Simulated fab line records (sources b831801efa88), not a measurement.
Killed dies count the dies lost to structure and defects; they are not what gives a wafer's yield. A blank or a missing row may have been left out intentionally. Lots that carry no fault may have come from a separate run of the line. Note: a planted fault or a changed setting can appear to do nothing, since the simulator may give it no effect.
fab line records + flow sky130
[record]
- lots = 6
- wafers = 16
- last-day = 49
route steps=708 shown VT_ADJUST_HVTR@133 VT_ADJUST_PCH@143 PAD_OPEN@708
lots that met no fault: taken from a fault-free run of the same line
start-h: hours from the record's opening day to when the first of the lot's shown wafers began + wait-h: hours elapsed since this lot's preceding step + " the same as in the row above + L1.1+2: a single row standing in for several wafers + - either no value or no given start + * or withheld: withheld + < > ~ a bound
route shown NAME@n: names a module that has steps shown in the file, with the first one's number in the route + usual: average and standard deviation across the fault-free wafers + same: alike in all rows + chamber/n: place in a boat + sites: readings site by site + _std_site: standard deviation across them + _edge_site: outer sites' mean less inner sites' + radius-mm: for every site, how far away it sits from the centre of the wafer + mask NAME#n: copy n + behind: the last tool/chamber to shape the wafer + hold: the reason the lot was held/the length of the hold in hours/how it ended + device: the transistor (n, p or np) that didn't switch + end of line: the tests these same wafers got at the end of their route + a step without rows: its recipe alone + killed: dies that structure and defects cost at the first sort, which is not the same as the wafer's yield + map: dies across one wafer; x = killed, . = not, _ = none there
set.NAME: the setting the step ran with; set.NAME@STEP: the setting that earlier step ran with + model.NAME: the simulator's own value behind a step, which no gauge read
certain route steps with their lots: each step a table, each wafer a row
services: the hour from which a tool's chamber was out of use, counted from the record's first day as start-h (under 0 if before that day), plus the number of hours and why
[[steps]]
[step SKY_VT_ADJUST_HVTR_COAT_02]
[recipe]
- resist = NOVOLAK
- spin-rpm = 3000
- resist-thk-nm = 1140
[step SKY_VT_ADJUST_HVTR_SOFTBAKE_03]
[recipe]
- temp-c = 90
- time-s = 60
- resist = NOVOLAK
[step SKY_VT_ADJUST_HVTR_EXPOSE_04]
[recipe]
- mask-id = HVTRM
- target-cd-nm = 380
- na = 0.6
- source-shape = conventional
- sigma-outer = 0.6
- dose-mj = 150
[step SKY_VT_ADJUST_HVTR_PEB_05]
[recipe]
- temp-c = withheld
- time-s = *
- resist = NOVOLAK
[step SKY_VT_ADJUST_HVTR_DEVELOP_06]
[recipe]
- develop-time-s = 60
- dev-temp-c = 23
[step SKY_VT_ADJUST_HVTR_CD_MEAS_07]
[recipe]
- target-cd-nm = 380
[usual]
- cd-nm = 379.7/2
| lot.wafer | tool      | chamber | start-h | wait-h | cd-nm |
|-----------|-----------|---------|---------|--------|-------|
| L956.2    | cd-sem-01 | -       | 231.05  | 0.1    | 379.9 |
| L956.4    | "         | -       | "       | "      | 378.5 |
| L956.6    | "         | -       | "       | "      | 377.1 |
| L958.1    | cd-sem-01 | -       | 242.04  | 0.1    | 378.8 |
| L958.2    | "         | -       | "       | "      | 378.8 |
| L958.3    | "         | -       | "       | "      | 376.8 |
| L964.3    | cd-sem-02 | -       | 284.92  | 0.1    | 380.5 |
| L964.6    | "         | -       | "       | "      | 378.5 |
| L967.2    | cd-sem-02 | -       | 299.86  | 0.1    | 380.1 |
| L967.3    | "         | -       | "       | "      | 381.2 |
| L969.1    | cd-sem-01 | -       | 316.89  | 0.1    | 380.5 |
| L969.4    | "         | -       | "       | "      | 378.4 |
| L969.6    | "         | -       | "       | "      | 382.0 |
| L971.3    | cd-sem-01 | -       | 327.17  | 0.1    | 382.6 |
| L971.5    | "         | -       | "       | "      | 384.0 |
| L971.6    | "         | -       | "       | "      | 385.0 |
[step SKY_VT_ADJUST_HVTR_OVL_MEAS_08]
[usual]
- VT_ADJUST_HVTR_OVL = 0.3/1.3
| lot.wafer | tool       | chamber | start-h | wait-h | VT_ADJUST_HVTR_OVL[nm] |
|-----------|------------|---------|---------|--------|------------------------|
| L956.2    | overlay-01 | -       | 231.15  | 0.1    | 0.6                    |
| L956.4    | "          | -       | "       | "      | 2.0                    |
| L956.6    | "          | -       | "       | "      | 1.4                    |
| L958.1    | overlay-01 | -       | 242.16  | 0.1    | -1.8                   |
| L958.2    | "          | -       | "       | "      | 0.2                    |
| L958.3    | "          | -       | "       | "      | -1.0                   |
| L964.3    | overlay-02 | -       | 285.01  | 0.1    | 1.8                    |
| L964.6    | "          | -       | "       | "      | 2.1                    |
| L967.2    | overlay-02 | -       | 299.96  | 0.1    | 2.0                    |
| L967.3    | "          | -       | "       | "      | 1.3                    |
| L969.1    | overlay-02 | -       | 317.01  | 0.1    | -0.1                   |
| L969.4    | "          | -       | "       | "      | -0.1                   |
| L969.6    | "          | -       | "       | "      | -1.4                   |
| L971.3    | overlay-02 | -       | 327.26  | 0.1    | 0.4                    |
| L971.5    | "          | -       | "       | "      | 0.7                    |
| L971.6    | "          | -       | "       | "      | 1.3                    |
[step SKY_VT_ADJUST_HVTR_IMPLANT_09]
[recipe]
- species = B
- energy-kev = 10
- dose-cm2 = 2.1e+12
- tilt-deg = withheld
[step SKY_VT_ADJUST_HVTR_STRIP_10]
[recipe]
- chemistry = O2/N2
- power-w = 1400
- pressure-mtorr = 1500
- platen-temp-c = withheld
- o2-flow-sccm = 3000
- n2-flow-sccm = 300
- overash-fraction = 0.5
[usual]
- chamber-pressure-mTorr = 1500/3.1
- drypump-motor-current-A = 5.8/0.46
- o2-flow-sccm = 3000/7.8
- oes-product-au = 0.716/0.0048
- strip-time-to-endpoint-s = 14.19/0.042
[same]
- overash-fraction = 0.5
| lot.wafer | tool            | chamber | start-h | wait-h | chamber-pressure-mTorr | drypump-motor-current-A | o2-flow-sccm | oes-product-au | rf-hours-counter-h | strip-time-to-endpoint-s |
|-----------|-----------------|---------|---------|--------|------------------------|-------------------------|--------------|----------------|--------------------|--------------------------|
| L956.2    | plasma-asher-04 | 0       | 231.33  | 0.1    | 1499                   | 5.3                     | 3007         | 0.710          | 45                 | 14.23                    |
| L956.4    | "               | 0       | "       | "      | 1500                   | 5.3                     | 2997         | 0.713          | -                  | 14.25                    |
| L956.6    | "               | 1       | "       | "      | 1499                   | 5.8                     | 3007         | 0.722          | -                  | 14.24                    |
| L958.1    | plasma-asher-02 | 0       | 242.34  | 0.1    | 1502                   | 6.2                     | 3004         | 0.720          | 52                 | 14.17                    |
| L958.2    | "               | 1       | "       | "      | 1498                   | 5.4                     | 3001         | 0.715          | 52                 | 14.20                    |
| L958.3    | "               | 1       | "       | "      | 1498                   | 5.4                     | 2992         | 0.721          | -                  | 14.16                    |
| L964.3    | plasma-asher-02 | 0       | 285.22  | 0.1    | 1500                   | 6.2                     | 3001         | 0.714          | -                  | 14.22                    |
| L964.6    | "               | 0       | "       | "      | 1499                   | 6.2                     | 3007         | 0.717          | -                  | 14.24                    |
| L967.2    | plasma-asher-02 | 1       | 300.14  | 0.1    | 1497                   | 5.4                     | 3009         | 0.723          | 58                 | 14.16                    |
| L967.3    | "               | 0       | "       | "      | 1499                   | 6.2                     | 3001         | 0.717          | -                  | 14.15                    |
| L969.1    | plasma-asher-04 | 1       | 317.19  | 0.1    | 1500                   | 5.8                     | 2998         | 0.710          | 53                 | 14.21                    |
| L969.4    | "               | 1       | "       | "      | 1500                   | 5.8                     | 3005         | 0.721          | -                  | 14.20                    |
| L969.6    | "               | 1       | "       | "      | 1501                   | 5.8                     | 3017         | 0.716          | -                  | 14.17                    |
| L971.3    | plasma-asher-03 | 0       | 327.47  | 0.1    | 1499                   | 5.4                     | 3002         | 0.711          | -                  | 14.24                    |
| L971.5    | "               | 0       | "       | "      | 1502                   | 5.5                     | 3002         | 0.718          | -                  | 14.29                    |
| L971.6    | "               | 1       | "       | "      | 1502                   | 6.6                     | 3004         | 0.720          | -                  | 14.26                    |
[step SKY_VT_ADJUST_HVTR_TW_MEAS_11]
[usual]
- VT_ADJUST_HVTR_TW = 211.9/1
| lot.wafer | tool          | chamber | start-h | wait-h | VT_ADJUST_HVTR_TW |
|-----------|---------------|---------|---------|--------|-------------------|
| L956.2    | film-metro-02 | -       | 231.44  | 0.1    | 213.2             |
| L956.4    | "             | -       | "       | "      | 214.2             |
| L956.6    | "             | -       | "       | "      | 212.8             |
| L958.1    | film-metro-04 | -       | 242.44  | 0.1    | 213.2             |
| L958.2    | "             | -       | "       | "      | 213.2             |
| L958.3    | "             | -       | "       | "      | 212.4             |
| L964.3    | film-metro-03 | -       | 285.30  | 0.1    | 212.3             |
| L964.6    | "             | -       | "       | "      | 211.7             |
| L967.2    | film-metro-03 | -       | 300.25  | 0.1    | 212.6             |
| L967.3    | "             | -       | "       | "      | 213.2             |
| L969.1    | film-metro-04 | -       | 317.29  | 0.1    | 213.8             |
| L969.4    | "             | -       | "       | "      | 212.8             |
| L969.6    | "             | -       | "       | "      | 212.5             |
| L971.3    | film-metro-02 | -       | 327.55  | 0.1    | 211.1             |
| L971.5    | "             | -       | "       | "      | 211.7             |
| L971.6    | "             | -       | "       | "      | 209.1             |
[step SKY_VT_ADJUST_PCH_DEHYDRATE_00]
[recipe]
- temp-c = 200
- time-s = 60
[step SKY_VT_ADJUST_PCH_HMDS_01]
[recipe]
- prime-time-s = 60
- prime-temp-c = 120
[step SKY_VT_ADJUST_PCH_COAT_02]
[recipe]
- spin-rpm = 2000
- resist-thk-nm = 3000
[usual]
- exhaust-pa = 45.1/0.8
| lot.wafer | tool           | chamber | start-h | wait-h | exhaust-pa | model.coat_of_VT_ADJUST_PCH_COAT_02.thk-nm |
|-----------|----------------|---------|---------|--------|------------|--------------------------------------------|
| L956.2    | litho-track-02 | 0       | 241.84  | 0.1    | 43.0       | 2995                                       |
| L956.4    | "              | 0       | "       | "      | 45.7       | 2996                                       |
| L956.6    | "              | 0       | "       | "      | 45.2       | 3000                                       |
| L958.1    | litho-track-03 | 0       | 253.24  | 0.1    | 45.5       | 3005                                       |
| L958.2    | "              | 0       | "       | "      | 44.9       | 3004                                       |
| L958.3    | "              | 0       | "       | "      | 44.5       | 3002                                       |
| L964.3    | litho-track-03 | 0       | 296.79  | 0.1    | 44.2       | 3004                                       |
| L964.6    | "              | 0       | "       | "      | 44.9       | 2826                                       |
| L967.2    | litho-track-03 | 0       | 312.91  | 0.1    | 44.9       | 2849                                       |
| L967.3    | "              | 0       | "       | "      | 44.2       | 2999                                       |
| L969.1    | litho-track-01 | 0       | 329.93  | 0.1    | 44.8       | 3022                                       |
| L969.4    | "              | 0       | "       | "      | 46.6       | 3027                                       |
| L969.6    | "              | 0       | "       | "      | 45.9       | 3022                                       |
| L971.3    | litho-track-02 | 0       | 341.06  | 0.1    | 45.1       | 2997                                       |
| L971.5    | "              | 0       | "       | "      | 44.6       | 2992                                       |
| L971.6    | "              | 0       | "       | "      | 46.5       | 3002                                       |
[step SKY_VT_ADJUST_PCH_SOFTBAKE_03]
[recipe]
- temp-c = 110
- time-s = withheld
[step SKY_VT_ADJUST_PCH_EXPOSE_04]
[recipe]
- mask-id = NWM
- na = 0.6
- source-shape = conventional
- sigma-outer = 0.6
- polarization = unpolarized
- target-cd-nm = 840
- dose-mj = 255
[step SKY_VT_ADJUST_PCH_PEB_05]
[recipe]
- temp-c = 115
- time-s = withheld
[step SKY_VT_ADJUST_PCH_DEVELOP_06]
[recipe]
- wall-angle-deg = 90
- developer = TMAH
- develop-time-s = 60
- dev-temp-c = 23
[usual]
- exhaust-pa = 44.7/0.91
| lot.wafer | tool           | chamber | start-h | wait-h | exhaust-pa | model.coat_of_VT_ADJUST_PCH_COAT_02.thk-nm |
|-----------|----------------|---------|---------|--------|------------|--------------------------------------------|
| L956.2    | litho-track-02 | 0       | -       | -      | 44.5       | 2991                                       |
| L956.4    | "              | 0       | "       | "      | 43.6       | 2992                                       |
| L956.6    | "              | 0       | "       | "      | 44.8       | 2996                                       |
| L958.1    | litho-track-01 | 0       | -       | -      | 46.1       | 3001                                       |
| L958.2    | "              | 0       | "       | "      | 46.0       | 3000                                       |
| L958.3    | "              | 0       | "       | "      | 45.4       | 2997                                       |
| L964.3    | litho-track-03 | 0       | -       | -      | 45.0       | 3000                                       |
| L964.6    | "              | 0       | "       | "      | 45.0       | 2822                                       |
| L967.2    | litho-track-03 | 0       | -       | -      | 44.5       | 2845                                       |
| L967.3    | "              | 0       | "       | "      | 44.2       | 2995                                       |
| L969.1    | litho-track-03 | 0       | -       | -      | 43.7       | 3018                                       |
| L969.4    | "              | 0       | "       | "      | 44.5       | 3022                                       |
| L969.6    | "              | 0       | "       | "      | 43.7       | 3017                                       |
| L971.3    | litho-track-03 | 0       | -       | -      | 44.8       | 2993                                       |
| L971.5    | "              | 0       | "       | "      | 44.2       | 2988                                       |
| L971.6    | "              | 0       | "       | "      | 44.6       | 2998                                       |
[step SKY_VT_ADJUST_PCH_OVL_MEAS_07]
[usual]
- VT_ADJUST_PCH_OVL = 1.3/1.3
| lot.wafer | tool       | chamber | start-h | wait-h | VT_ADJUST_PCH_OVL[nm] |
|-----------|------------|---------|---------|--------|-----------------------|
| L956.2    | overlay-02 | -       | 253.02  | -      | 2.2                   |
| L956.4    | "          | -       | "       | "      | 1.7                   |
| L956.6    | "          | -       | "       | "      | 0.8                   |
| L958.1    | overlay-01 | -       | 264.78  | -      | -1.6                  |
| L958.2    | "          | -       | "       | "      | -1.9                  |
| L958.3    | "          | -       | "       | "      | -0.9                  |
| L964.3    | overlay-01 | -       | 309.25  | -      | 1.6                   |
| L964.6    | "          | -       | "       | "      | 1.6                   |
| L967.2    | overlay-02 | -       | 325.74  | -      | 2.5                   |
| L967.3    | "          | -       | "       | "      | 0.8                   |
| L969.1    | overlay-01 | -       | 343.69  | -      | 1.0                   |
| L969.4    | "          | -       | "       | "      | 1.5                   |
| L969.6    | "          | -       | "       | "      | 2.5                   |
| L971.3    | overlay-02 | -       | 354.55  | -      | 3.2                   |
| L971.5    | "          | -       | "       | "      | 2.4                   |
| L971.6    | "          | -       | "       | "      | 2.7                   |
[step SKY_VT_ADJUST_PCH_IMPLANT_08]
[recipe]
- species = B
- energy-kev = 10
- dose-cm2 = 5e+11
- tilt-deg = withheld
[step SKY_VT_ADJUST_PCH_STRIP_09]
[recipe]
- chemistry = O2/N2
- power-w = 1400
- pressure-mtorr = 1500
- platen-temp-c = withheld
- o2-flow-sccm = 3000
- n2-flow-sccm = 300
- overash-fraction = 0.5
[usual]
- chamber-pressure-mTorr = 1500.1/1.3
- drypump-motor-current-A = 5.8/0.42
- o2-flow-sccm = 3002/8.4
- oes-product-au = 0.722/0.0045
- strip-time-to-endpoint-s = 36.92/0.11
[same]
- overash-fraction = 0.5
| lot.wafer | tool            | chamber | start-h | wait-h | chamber-pressure-mTorr | drypump-motor-current-A | o2-flow-sccm | oes-product-au | rf-hours-counter-h | strip-time-to-endpoint-s |
|-----------|-----------------|---------|---------|--------|------------------------|-------------------------|--------------|----------------|--------------------|--------------------------|
| L956.2    | plasma-asher-01 | 1       | 253.20  | 0.1    | 1500.9                 | 6.0                     | 2987         | 0.716          | 58                 | 36.85                    |
| L956.4    | "               | 0       | "       | "      | 1501.2                 | 5.6                     | 2991         | 0.718          | -                  | 36.88                    |
| L956.6    | "               | 0       | "       | "      | 1501.3                 | 5.6                     | 3006         | 0.721          | -                  | 36.92                    |
| L958.1    | plasma-asher-01 | 0       | 264.96  | 0.1    | 1499.7                 | 5.6                     | 2984         | 0.726          | 59                 | 36.96                    |
| L958.2    | "               | 1       | "       | "      | 1497.8                 | 6.1                     | 3000         | 0.709          | 59                 | 36.97                    |
| L958.3    | "               | 0       | "       | "      | 1500.5                 | 5.6                     | 2978         | 0.719          | -                  | 36.95                    |
| L964.3    | plasma-asher-04 | 1       | 309.46  | 0.1    | 1499.3                 | 5.8                     | 2999         | 0.728          | -                  | 36.96                    |
| L964.6    | "               | 0       | "       | "      | 1498.6                 | 5.3                     | 2998         | 0.719          | -                  | 34.93                    |
| L967.2    | plasma-asher-04 | 0       | 325.92  | 0.1    | 1502.2                 | 5.3                     | 3002         | 0.723          | 54                 | 35.20                    |
| L967.3    | "               | 0       | "       | "      | 1497.4                 | 5.3                     | 2996         | 0.719          | -                  | 36.89                    |
| L969.1    | plasma-asher-01 | 1       | 343.87  | 0.1    | 1498.5                 | 6.0                     | 3002         | 0.722          | 67                 | 37.17                    |
| L969.4    | "               | 1       | "       | "      | 1499.2                 | 6.0                     | 3003         | 0.726          | -                  | 37.24                    |
| L969.6    | "               | 0       | "       | "      | 1499.9                 | 5.5                     | 2992         | 0.722          | -                  | 37.16                    |
| L971.3    | plasma-asher-03 | 1       | 354.76  | 0.1    | 1498.5                 | 6.6                     | 2997         | 0.725          | -                  | 36.87                    |
| L971.5    | "               | 1       | "       | "      | 1500.0                 | 6.6                     | 2993         | 0.725          | -                  | 36.83                    |
| L971.6    | "               | 0       | "       | "      | 1500.1                 | 5.4                     | 3010         | 0.719          | -                  | 36.95                    |
[step SKY_VT_ADJUST_PCH_TW_MEAS_10]
[usual]
- VT_ADJUST_PCH_TW = 143.6/0.74
| lot.wafer | tool          | chamber | start-h | wait-h | VT_ADJUST_PCH_TW |
|-----------|---------------|---------|---------|--------|------------------|
| L956.2    | film-metro-04 | -       | 253.31  | 0.1    | 143.6            |
| L956.4    | "             | -       | "       | "      | 144.0            |
| L956.6    | "             | -       | "       | "      | 143.9            |
| L958.1    | film-metro-01 | -       | 265.06  | 0.1    | 144.0            |
| L958.2    | "             | -       | "       | "      | 143.6            |
| L958.3    | "             | -       | "       | "      | 142.8            |
| L964.3    | film-metro-04 | -       | 309.54  | 0.1    | 143.9            |
| L964.6    | "             | -       | "       | "      | 143.6            |
| L967.2    | film-metro-04 | -       | 326.03  | 0.1    | 144.6            |
| L967.3    | "             | -       | "       | "      | 143.9            |
| L969.1    | film-metro-02 | -       | 344.01  | 0.1    | 143.5            |
| L969.4    | "             | -       | "       | "      | 143.2            |
| L969.6    | "             | -       | "       | "      | 143.8            |
| L971.3    | film-metro-01 | -       | 354.84  | 0.1    | 143.7            |
| L971.5    | "             | -       | "       | "      | 143.8            |
| L971.6    | "             | -       | "       | "      | 143.7            |
[step SKY_PAD_OPEN_PROBE_99]
[usual]
- killed_at_M0_to_M3 = 43/7.3
- killed_at_M4_up = 3.2/1.8
- killed-at-contacts = 24/5.8
- killed-at-front-end = 16/4.5
- killed-at-other = 0.3/0.53
- killed-dies = 87/9.9
- killed-open = 48/6.8
- killed-short = 39/6.9
[same]
- gross-dies = 492
- killed-at-back-side = 0
| lot.wafer | tool      | chamber | start-h | wait-h | killed_at_M0_to_M3 | killed_at_M4_up | killed-at-contacts | killed-at-front-end | killed-at-other | killed-dies | killed-open | killed-short |
|-----------|-----------|---------|---------|--------|--------------------|-----------------|--------------------|---------------------|-----------------|-------------|-------------|--------------|
| L967.2    | prober-01 | -       | 1153.52 | 0.1    | 38                 | 4               | 21                 | 19                  | 1               | 83          | 43          | 40           |
| L967.3    | prober-01 | -       | 1153.57 | 0.2    | 43                 | 2               | 26                 | 17                  | 0               | 88          | 51          | 37           |
// killed by level:class
L967.2 FIELD_ISO:geometric-particle:short=7 LI_CONTACT:geometric-particle:open=7 VIA1:geometric-particle:open=7 VIA2:geometric-particle:open=7 FIELD_ISO:geometric-particle:open=6 CONTACT:geometric-particle:open=6 VIA1:geometric-particle:short=5 METAL2:geometric-particle:short=5
L967.3 LI_CONTACT:geometric-particle:open=12 VIA2:geometric-particle:open=11 VIA1:geometric-particle:open=9 VIA3:geometric-particle:open=5 METAL2:geometric-particle:short=5 CONTACT:geometric-particle:short=5 CONTACT:geometric-particle:open=5 VIA1:geometric-particle:short=5
[[services]]
| tool            | chamber | start-h | hours | kind   |
|-----------------|---------|---------|-------|--------|
| plasma-asher-01 | -       | 229.97  | 1.5   | repair |
[[key]]
[first-sign]
- step = SKY_VT_ADJUST_PCH_STRIP_09
- reading = strip-time-to-endpoint-s
- direction = down
- sigmas = 17
- usual = *
- struck = *
effect none on later readings
[model-effect]
- step = SKY_VT_ADJUST_PCH_COAT_02
- value = coat_of_VT_ADJUST_PCH_COAT_02.thk-nm
- without = 2998
- struck = 2838
[model-effect]
- step = SKY_VT_ADJUST_PCH_DEVELOP_06
- value = coat_of_VT_ADJUST_PCH_COAT_02.thk-nm
- without = 2993
- struck = 2833
met-at SKY_VT_ADJUST_PCH_COAT_02
struck-wafers L964.6,L967.2
tester-left-out L964,L967
onset-between 253.24 296.79
[fault]
- kind = process-parameter-drift
- tool = litho-track-03
- chamber = -
- onset-h = 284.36
- steps = SKY_VT_ADJUST_PCH_COAT_02
- channel = resist-thk-nm
- offset = -160.09
- shape = step
- end-h = 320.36
- scope = struck-wafers-only
- acts-in = these-recipes-only
- stated = 3000
// tester-left-out: of these lots the tester's yield and bins aren't shown, on N5 and GAA mostly nor the transistor test; their killed dies are dies lost to structure and defects alone, not to doping, threshold or leakage, so they don't give the yield
